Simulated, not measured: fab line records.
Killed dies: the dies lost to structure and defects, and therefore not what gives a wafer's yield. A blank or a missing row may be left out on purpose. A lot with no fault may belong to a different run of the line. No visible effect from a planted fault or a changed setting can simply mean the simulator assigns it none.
What tool caused it? -- flow sky130 -- 12 lots with 36 wafers sampled at 5 steps, on a route of 708 steps

WHAT THE GAUGES READ, wafer by wafer
Not one reading of a measure or inspect step in the record can be checked against a usual standard deviation.

TOOL THAT RAN EACH LOT (tool first, then ch and the chambers of the sampled wafers, then the start)
lot,SKY_LI_CONTACT_ETCH_14,SKY_VIA3_STRIP_16,SKY_METAL4_SPUTTER_00,SKY_PASSIVATION_CVD_00,SKY_PAD_OPEN_PROBE_99
L621,"rieDiel-03 ch 0,1,3, day 29 05:22","plasmaAsher-04 ch 0,1, day 39 17:18","pvdSputter-03, day 39 18:31","pecvd-03 ch 0,1,2, day 43 21:20",-
L622,"rieDiel-04 ch 0,1,3, day 29 17:40","plasmaAsher-02 ch 0,1, day 40 05:55","pvdSputter-03, day 40 07:10","pecvd-02 ch 0,2, day 44 07:01",-
L624,"rieDiel-02 ch 0,2,3, day 31 00:28","plasmaAsher-02 ch 0,1, day 41 06:07","pvdSputter-04, day 41 07:31","pecvd-02 ch 0,2, day 45 06:07",-
L626,"rieDiel-03 ch 0,1, day 31 06:19","plasmaAsher-04 ch 0,1, day 41 12:56","pvdSputter-02, day 41 14:14","pecvd-03 ch 0,1,2, day 45 12:49",-
L630,"rieDiel-02 ch 0,2,3, day 32 10:28","plasmaAsher-04 ch 0,1, day 42 11:58","pvdSputter-02, day 42 13:34","pecvd-01 ch 0,1,2, day 46 10:22","prober-01, day 48 04:26"
L631,"rieDiel-04 ch 1,2,3, day 33 04:43","plasmaAsher-02 ch 0,1, day 43 02:01","pvdSputter-04, day 43 03:30","pecvd-01 ch 0,1, day 46 21:43",-
L632,"rieDiel-02 ch 0,2, day 33 11:49","plasmaAsher-03 ch 0,1, day 43 11:05","pvdSputter-02, day 43 12:21","pecvd-02 ch 0,2, day 47 06:02","prober-02, day 48 22:29"
L635,"rieDiel-04 ch 1,2,3, day 33 16:31","plasmaAsher-02 ch 0, day 43 14:49","pvdSputter-02, day 43 16:05","pecvd-03 ch 0,1, day 47 10:04",-
L634,"rieDiel-04 ch 0,1,3, day 33 22:37","plasmaAsher-03 ch 0,1, day 43 18:16","pvdSputter-03, day 43 19:35","pecvd-03 ch 0,2, day 47 11:20",-
L639,"rieDiel-04 ch 0,1,2, day 35 01:49","plasmaAsher-03 ch 0,1, day 44 16:49","pvdSputter-04, day 44 18:13","pecvd-02 ch 0,2, day 48 08:53",-
L642,"rieDiel-02 ch 0,1, day 36 01:43","plasmaAsher-04 ch 0,1, day 45 14:44","pvdSputter-04, day 45 15:57","pecvd-03 ch 0,1, day 49 04:37",-
L643,"rieDiel-03 ch 0,1, day 36 21:28","plasmaAsher-04 ch 0, day 46 04:19","pvdSputter-03, day 46 05:55","pecvd-02 ch 0,1,2, day 49 14:19",-
- SKY_LI_CONTACT_ETCH_14: etches BARC in N2/H2, stops on SiO2, time 45.9 s, target depth 60 nm.
- SKY_VIA3_STRIP_16: strips in O2/N2.
- SKY_METAL4_SPUTTER_00: material Ti, target thk 15 nm, time 10 s.
- SKY_PASSIVATION_CVD_00: deposits SiO2, target thk 90 nm.
- SKY_PAD_OPEN_PROBE_99

AS READ BY THE TOOLS THEMSELVES (means over the sampled wafers that have a number; for cases with no such wafer, the mark the record gives instead)
SKY_LI_CONTACT_ETCH_14. Usual: biasW 100.01 W, standard deviation 0.29; drypumpMotorCurrentA 5.5 A, standard deviation 0.47; oesProductAu 0.855 a.u., standard deviation 0.0048; throttleValvePct 13.225 %, standard deviation 0.0093.
lot,tool,biasW (W),drypumpMotorCurrentA (A),oesProductAu (a.u.),throttleValvePct (%),flag
L621,rieDiel-03,99.95,6.2,0.853,13.220,
L622,rieDiel-04,99.93,5.4,0.857,13.225,
L624,rieDiel-02,100.08,5.5,0.853,13.226,
L626,rieDiel-03,99.99,6.0,0.855,13.231,
L630,rieDiel-02,99.90,5.4,0.857,13.230,
L631,rieDiel-04,100.16,5.4,0.856,13.223,
L632,rieDiel-02,100.04,5.7,0.860,13.228,
L635,rieDiel-04,99.94,5.4,0.855,13.227,
L634,rieDiel-04,100.01,5.4,0.863,13.229,
L639,rieDiel-04,100.16,5.2,0.849,13.213,
L642,rieDiel-02,100.32,5.6,0.855,13.233,
L643,rieDiel-03,99.87,5.9,0.855,13.221,

SKY_VIA3_STRIP_16. Usual: drypumpMotorCurrentA 5.9 A, standard deviation 0.46; oesProductAu 0.403 a.u., standard deviation 0.0049; stripTimeToEndpointS 4.134 s, standard deviation 0.027.
lot,tool,drypumpMotorCurrentA (A),oesProductAu (a.u.),stripTimeToEndpointS (s),flag
L621,plasmaAsher-04,6.2,0.405,4.127,
L622,plasmaAsher-02,5.7,0.404,4.148,
L624,plasmaAsher-02,5.8,0.403,4.139,
L626,plasmaAsher-04,6.2,0.401,4.163,
L630,plasmaAsher-04,6.2,0.405,4.154,
L631,plasmaAsher-02,5.7,0.400,4.138,
L632,plasmaAsher-03,5.9,0.406,4.120,
L635,plasmaAsher-02,5.9,0.400,4.118,
L634,plasmaAsher-03,5.9,0.402,4.111,
L639,plasmaAsher-03,5.9,0.402,4.100,
L642,plasmaAsher-04,6.2,0.401,4.114,
L643,plasmaAsher-04,5.3,0.402,4.145,

SKY_METAL4_SPUTTER_00. Usual: throttleValvePct 30.6 %, standard deviation 1.1.
lot,tool,throttleValvePct (%),flag
L621,pvdSputter-03,29.1,
L622,pvdSputter-03,29.2,
L624,pvdSputter-04,31.5,
L626,pvdSputter-02,30.5,
L630,pvdSputter-02,30.2,
L631,pvdSputter-04,31.5,
L632,pvdSputter-02,31.0,
L635,pvdSputter-02,30.6,
L634,pvdSputter-03,29.2,
L639,pvdSputter-04,31.3,
L642,pvdSputter-04,31.9,
L643,pvdSputter-03,29.3,

SKY_PASSIVATION_CVD_00. Usual: heaterPowerW 629 W, standard deviation 84.
lot,tool,heaterPowerW (W),flag
L621,pecvd-03,548,
L622,pecvd-02,718,
L624,pecvd-02,583,
L626,pecvd-03,576,
L630,pecvd-01,644,
L631,pecvd-01,673,
L632,pecvd-02,634,
L635,pecvd-03,654,
L634,pecvd-03,642,
L639,pecvd-02,666,
L642,pecvd-03,607,
L643,pecvd-02,640,

SKY_PAD_OPEN_PROBE_99. Usual: killed_at_M0_to_M3 42, standard deviation 6.4; killed_at_M4_up 3.2, standard deviation 1.9; killedAtContacts 24, standard deviation 4.8; killedAtFrontEnd 16, standard deviation 4.4; killedAtOther 0.3, standard deviation 0.55; killedDies 86, standard deviation 8.6; killedOnRim 17, standard deviation 3.5; killedOpen 46, standard deviation 6.6; killedShort 39, standard deviation 5.7.
lot,tool,killed_at_M0_to_M3,killed_at_M4_up,killedAtContacts,killedAtFrontEnd,killedAtOther,killedDies,killedOnRim,killedOpen,killedShort,flag
L630,prober-01,30,1.7,64,20,0.7,115,28,36,38,OFF
L632,prober-02,34,2.7,69,15,0.0,121,28,43,35,OFF

THE ANSWER, worked out from the rows above alone
Rule: take the mean of a lot's wafers that have a number; if it is more than 3 standard deviations from the usual mean, the lot is off. Also off: a lot with no number at a reading for which 4 or more lots have one. Where the step has rows for the other lots, those lots are counted as sound. After the gauges, taken in route order, come the tools' own readings; for these a lot's mean is taken, as printed above. At the first step where some lot is off, the reading lying furthest off is the one used; lots without a number count as furthest.
Off, at SKY_PAD_OPEN_PROBE_99 on killedAtContacts: L630, L632. Neither off nor sound, because the step has no rows for them: L621, L622, L624, L626, L631, L635, L634, L639, L642, L643.
A tool fits if, at that step or a process step before it, it ran every lot that is off, and no sound lot after the first of them. This does not decide it: 2 tools fit, namely rieDiel-02 at SKY_LI_CONTACT_ETCH_14 and pvdSputter-02 at SKY_METAL4_SPUTTER_00.

WHAT THE SIMULATOR HAD PUT IN
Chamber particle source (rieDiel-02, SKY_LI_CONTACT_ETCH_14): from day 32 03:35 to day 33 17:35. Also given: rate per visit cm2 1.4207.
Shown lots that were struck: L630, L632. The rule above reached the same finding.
